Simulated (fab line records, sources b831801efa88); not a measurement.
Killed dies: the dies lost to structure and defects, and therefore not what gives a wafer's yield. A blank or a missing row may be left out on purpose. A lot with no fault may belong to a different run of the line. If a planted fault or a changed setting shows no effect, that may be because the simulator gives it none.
Tool commonality check    flow sky130    Sample size 10 lots and 36 wafers

== REASON FOR OPENING ==
SKY_SD_N_TW_MEAS_12, reading SD_N_TW: flagged on 2 of 10 lots. No-fault wafers: 4019, standard deviation 32.
Rule: a lot is flagged in two cases, either no wafer of it has a number, or all its wafers with numbers fall more than 4 standard deviations from that mean. All remaining lots are regarded as sound.

lot   measured      on            SD_N_TW, wafer by wafer        flag
L430  day 28 13:58  filmMetro-02  3963 3940 3964                 
L431  day 29 17:02  filmMetro-03  4029 4035 4040                 
L434  day 29 23:52  filmMetro-03  4017 4028 4047                 
L442  day 32 17:02  filmMetro-02  4006 3999 4003                 
L435  day 32 17:58  filmMetro-02  4017 4015 3995                 
L438  day 32 20:57  filmMetro-04  3819 3807 3826 3793 3831 3836  FLAGGED
L445  day 33 02:44  filmMetro-04  3801 3806 3821 3788 3794 3799  FLAGGED
L447  day 34 02:23  filmMetro-02  4028 4025 4014                 
L449  day 34 05:19  filmMetro-04  4032 4038 4015                 
L452  day 35 05:36  filmMetro-02  3955 3968 3972                 
On average the flagged lots' numbers are 3810, which is -209 against the usual, or -7 standard deviations.

== LOT BY LOT: THE TOOL USED ==
The record holds 3 process steps before the reading, out of a route of 708 steps. Read each cell as the tool, then ch plus the chambers that the sampled wafers visited, then the start.
lot   flag     SKY_POLY_CUT_ETCH_10               SKY_SD_N_IMPLANT_09              SKY_SD_N_STRIP_11
L430           rieDiel-03 ch 2,3, day 24 23:36    implanter-03 ch 0, day 28 13:34  plasmaAsher-04 ch 0,1, day 28 13:52
L431           rieDiel-02 ch 0,1, day 26 02:06    implanter-03 ch 0, day 29 16:38  plasmaAsher-03 ch 0,1, day 29 16:56
L434           rieDiel-04 ch 0,1, day 26 10:02    implanter-03 ch 0, day 29 23:29  plasmaAsher-02 ch 0,1, day 29 23:46
L442           rieDiel-03 ch 0,2, day 29 06:57    implanter-02 ch 0, day 32 16:38  plasmaAsher-03 ch 0,1, day 32 16:56
L435           rieDiel-04 ch 1,2, day 29 07:08    implanter-02 ch 0, day 32 17:37  plasmaAsher-04 ch 0,1, day 32 17:52
L438  FLAGGED  rieDiel-03 ch 0,1,2, day 29 08:41  implanter-02 ch 0, day 32 20:30  plasmaAsher-03 ch 0,1, day 32 20:47
L445  FLAGGED  rieDiel-04 ch 0,1,2, day 29 17:35  implanter-02 ch 0, day 33 02:21  plasmaAsher-03 ch 0,1, day 33 02:38
L447           rieDiel-03 ch 0,1,3, day 30 17:53  implanter-03 ch 0, day 34 01:41  plasmaAsher-02 ch 0,1, day 34 02:17
L449           rieDiel-04 ch 0,2,3, day 30 22:03  implanter-03 ch 0, day 34 04:56  plasmaAsher-04 ch 0,1, day 34 05:13
L452           rieDiel-03 ch 0,3, day 31 21:50    implanter-04 ch 0, day 35 05:13  plasmaAsher-03 ch 0,1, day 35 05:29
What these steps do:
- SKY_POLY_CUT_ETCH_10: etches BARC in N2/H2, stops on SiO2, time 45.9 s, target depth 60 nm.
- SKY_SD_N_IMPLANT_09
- SKY_SD_N_STRIP_11: strips in O2/N2.
- SKY_SD_N_TW_MEAS_12

== FLAGGED AGAINST TOTAL, ONE TOOL AT A TIME (gauges that did the reading follow at the end) ==
step                  tool            lots run  flagged  share of the flagged lots  sound lots run after its first flagged lot
SKY_POLY_CUT_ETCH_10  rieDiel-02      1         0        none                       -
SKY_POLY_CUT_ETCH_10  rieDiel-03      5         1        some                       2 (L447,L452)
SKY_POLY_CUT_ETCH_10  rieDiel-04      4         1        some                       1 (L449)
SKY_SD_N_IMPLANT_09   implanter-02    4         2        all                        0
SKY_SD_N_IMPLANT_09   implanter-03    5         0        none                       -
SKY_SD_N_IMPLANT_09   implanter-04    1         0        none                       -
SKY_SD_N_STRIP_11     plasmaAsher-02  2         0        none                       -
SKY_SD_N_STRIP_11     plasmaAsher-03  5         2        all                        1 (L452)
SKY_SD_N_STRIP_11     plasmaAsher-04  3         0        none                       -
SKY_SD_N_TW_MEAS_12   filmMetro-02    5         0        none                       -
SKY_SD_N_TW_MEAS_12   filmMetro-03    2         0        none                       -
SKY_SD_N_TW_MEAS_12   filmMetro-04    3         2        all                        1 (L449)

== WHAT THE TABLE PERMITS ==
implanter-02 at SKY_SD_N_IMPLANT_09, plasmaAsher-03 at SKY_SD_N_STRIP_11 and filmMetro-04 at SKY_SD_N_TW_MEAS_12: these 3 rows of the table ran every flagged lot.
- implanter-02 at SKY_SD_N_IMPLANT_09 ran 4 lots, 2 of them flagged. A fault beginning between L435 (day 32 17:37), its last sound lot, and L438 (day 32 20:30), its first flagged one, fits the data. Its own readings (beamEnergyKeV) fall more than 4 standard deviations out on all wafers of the flagged lots.
- plasmaAsher-03 at SKY_SD_N_STRIP_11 ran 5 lots, 2 of them flagged. Sound lots followed the first flagged one (L452) on it, something a lasting fault affecting the whole tool could not allow. Its own readings (stripTimeToEndpointS) fall more than 4 standard deviations out on all wafers of the flagged lots.
- filmMetro-04 at SKY_SD_N_TW_MEAS_12 ran 3 lots, 2 of them flagged. Sound lots followed the first flagged one (L449) on it, something a lasting fault affecting the whole tool could not allow.
What remains is a single tool, implanter-02 at SKY_SD_N_IMPLANT_09.

== WHAT THE SIMULATOR HAD INSERTED ==
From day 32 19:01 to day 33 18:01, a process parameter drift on implanter-02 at SKY_SD_N_IMPLANT_09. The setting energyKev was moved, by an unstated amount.
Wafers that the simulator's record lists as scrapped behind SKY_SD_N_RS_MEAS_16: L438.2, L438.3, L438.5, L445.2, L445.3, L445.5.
Shown lots that were struck: L438, L445. The rule above found the same.
